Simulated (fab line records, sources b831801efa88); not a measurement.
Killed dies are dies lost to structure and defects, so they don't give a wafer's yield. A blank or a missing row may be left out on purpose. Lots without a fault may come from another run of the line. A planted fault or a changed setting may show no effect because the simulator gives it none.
Chamber matching | flow gf180mcu | GF_V2_CMP_04 on cmp-02: 4 sister chambers
The step polishes SiO2. 4 wafers are shown with their chamber, then 8 later ones without.

WAFERS WITH THEIR CHAMBER
wafer  | chamber | motor_current_A (A)
L294.1 | 3       | 11.8
L294.5 | 0       | 12.1
L295.5 | 1       | 15.1
L297.3 | 2       | 13.8

WAFERS WITHOUT THEIR CHAMBER
wafer  | motor_current_A (A)
L297.4 | 14.7
L297.6 | 11.8
L298.2 | 11.6
L298.4 | 13.9
L298.6 | 11.6
L301.1 | 14.1
L301.2 | 13.7
L301.4 | 11.8

WHICH CHAMBER EACH WENT THROUGH
wafer  | from the rows above     | in truth
L297.4 | 1                       | 1
L297.6 | can't be placed: 3 or 0 | 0
L298.2 | can't be placed: 3 or 0 | 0
L298.4 | 2                       | 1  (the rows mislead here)
L298.6 | can't be placed: 3 or 0 | 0
L301.1 | 2                       | 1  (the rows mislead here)
L301.2 | 2                       | 2
L301.4 | can't be placed: 3 or 0 | 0
Placed correctly: 2 of 8. Can't be placed from these rows: 4 (the true chamber is among the candidates in 4). Placed wrongly: 2.
How it was worked out, from the rows above alone: a wafer's distance from a chamber is the root of the sum, over the readings, of the square of ((its reading less the chamber's mean) divided by the reading's scatter). The wafer belongs to the nearest chamber; if the next one is less than 2 further off, it can't be placed. A chamber's mean is the mean of its shown wafers. The scatter: with one shown wafer a chamber, the root of the mean of the squares of how far each hidden wafer lies from its nearest shown one.
